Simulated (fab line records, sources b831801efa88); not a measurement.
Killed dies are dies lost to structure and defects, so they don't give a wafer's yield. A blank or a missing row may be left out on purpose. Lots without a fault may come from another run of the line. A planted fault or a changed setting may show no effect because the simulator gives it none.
Which tool did it? | flow gf180mcu | 6 lots, 17 wafers sampled, at 1 step of a route of 602

WHAT THE GAUGES READ, wafer by wafer
GF_PSD_RS_MEAS_14: measures by four-point-probe.
lot  | measured     | on            | NSD_RS (ohm/sq)
L321 | day 14 21:04 | film_metro-01 | 46.20 46.27 46.22
L325 | day 16 04:35 | film_metro-01 | 46.25 46.20 46.14
L328 | day 17 08:46 | film_metro-01 | 46.14 46.07 46.19
L331 | day 18 08:29 | film_metro-04 | 46.14 46.08 46.12
L333 | day 19 11:46 | film_metro-01 | 46.29 46.33 46.28
L336 | day 20 10:05 | film_metro-02 | 46.09 46.15

WHICH TOOL RAN EACH LOT (tool, then ch and the chambers of the sampled wafers, then the start)
The record holds no process step before these readings.

THE ANSWER, worked out from the rows above alone
Rule: what is usual is taken from the lots themselves. Put in order of their means at a reading, lots are off if they are a third of the lots or fewer, leave a main group of 4 or more, and stand apart from it by a gap of 3 or more times the standard deviation of the main group's means; of several such gaps the widest counts. A main group whose means are all the same, to the digits that the tables above print for the reading, isn't used. A lot without any number at a reading at which 4 lots or more have one is off too. The other lots that the step has rows for count as sound.
No lot is off at any reading shown: from this, nothing can be told.

WHAT THE SIMULATOR HAD PUT IN
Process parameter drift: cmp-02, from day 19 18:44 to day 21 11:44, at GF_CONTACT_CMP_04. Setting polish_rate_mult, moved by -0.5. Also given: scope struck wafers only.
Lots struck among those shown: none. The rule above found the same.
